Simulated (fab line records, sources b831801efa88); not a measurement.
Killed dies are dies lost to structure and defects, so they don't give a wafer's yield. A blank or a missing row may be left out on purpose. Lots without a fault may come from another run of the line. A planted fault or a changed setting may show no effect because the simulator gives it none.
Chamber matching | flow gf180mcu | GF_V1_CMP_04 on cmp-01: 4 sister chambers
The step polishes SiO2. 4 wafers are shown with their chamber, then 7 later ones without.

WAFERS WITH THEIR CHAMBER
wafer  | chamber | motor_current_A (A)
L780.5 | 2       | 10.6
L782.4 | 1       | 14.0
L783.5 | 0       | 11.3
L783.6 | 3       | 13.2

WAFERS WITHOUT THEIR CHAMBER
wafer  | motor_current_A (A)
L793.2 | 9.9
L796.1 | 11.4
L796.3 | 10.4
L796.4 | 12.3
L798.3 | 11.1
L798.5 | 10.2
L798.6 | 12.8

WHICH CHAMBER EACH WENT THROUGH
wafer  | from the rows above               | in truth
L793.2 | can't be placed: 2 or 0           | 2
L796.1 | can't be placed: 0 or 2           | 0
L796.3 | can't be placed: 2 or 0           | 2
L796.4 | can't be placed: 3 or 0 or 1 or 2 | 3
L798.3 | can't be placed: 0 or 2           | 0
L798.5 | can't be placed: 2 or 0           | 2
L798.6 | can't be placed: 3 or 1           | 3
Placed correctly: 0 of 7. Can't be placed from these rows: 7 (the true chamber is among the candidates in 7). Placed wrongly: 0.
How it was worked out, from the rows above alone: a wafer's distance from a chamber is the root of the sum, over the readings, of the square of ((its reading less the chamber's mean) divided by the reading's scatter). The wafer belongs to the nearest chamber; if the next one is less than 2 further off, it can't be placed. A chamber's mean is the mean of its shown wafers. The scatter: with one shown wafer a chamber, the root of the mean of the squares of how far each hidden wafer lies from its nearest shown one.
